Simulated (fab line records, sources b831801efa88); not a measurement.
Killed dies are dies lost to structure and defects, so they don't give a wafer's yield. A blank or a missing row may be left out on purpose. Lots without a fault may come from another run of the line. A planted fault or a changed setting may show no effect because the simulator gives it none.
One fault seen from 2 desks | flow sfq_line | each desk has only its own numbers; what lay behind them comes last

THE TOOL OWNER'S DESK: krf_scanner-01
The tool's own readings at SFQ_TRILAYER_M7_LITHO_EXPOSE_178 (exposes mask M7, target cd 500 nm): means of the sampled wafers that have a number, for each lot that ran on this tool. A lot is out of limits, marked OUT, if its mean lies more than 4 standard deviations from the usual mean; the brackets give that distance.
Columns: A = exposure_dose_mJ_cm2 at SFQ_TRILAYER_M7_LITHO_EXPOSE_178, usual 14.398
lot  | first seen here | A
L588 | day 70 00:19    | 14.390
L590 | day 77 01:12    | 14.401
L595 | day 77 23:48    | 14.404
L601 | day 78 09:24    | 14.401
L607 | day 78 20:12    | 14.393
This desk's finding: nothing out of limits on any of the 5 lots.

THE METROLOGY DESK
What the gauges read, lot by lot, whatever tool the lot ran on: means of the sampled wafers that have a number. A lot is out of limits, marked OUT, if its mean lies more than 4 standard deviations from the usual mean; the brackets give that distance.
Columns: A = I6_OVL at SFQ_I6_OVL_MEAS_942, usual -1 nm; B = M7_NB_RS at SFQ_M7_RS_MEAS_943, usual 0.892 ohm/sq; C = M7_OVL at SFQ_M7_OVL_MEAS_945, usual -4 nm
lot  | first seen here | A  | B     | C
L588 | day 69 21:50    | -9 | 0.884 | -7
L590 | day 73 23:55    | 7  | 0.891 | 0
L595 | day 76 14:14    | -5 | 0.916 | -4
L601 | day 77 06:41    | 10 | 0.907 | -3
L607 | day 77 21:05    | 3  | 0.880 | -3
This desk's finding: nothing out of limits on any of the 5 lots.

PUT TOGETHER
The tool owner's desk saw nothing out of limits.
The metrology desk saw nothing out of limits.

WHAT THE SIMULATOR HAD PUT IN
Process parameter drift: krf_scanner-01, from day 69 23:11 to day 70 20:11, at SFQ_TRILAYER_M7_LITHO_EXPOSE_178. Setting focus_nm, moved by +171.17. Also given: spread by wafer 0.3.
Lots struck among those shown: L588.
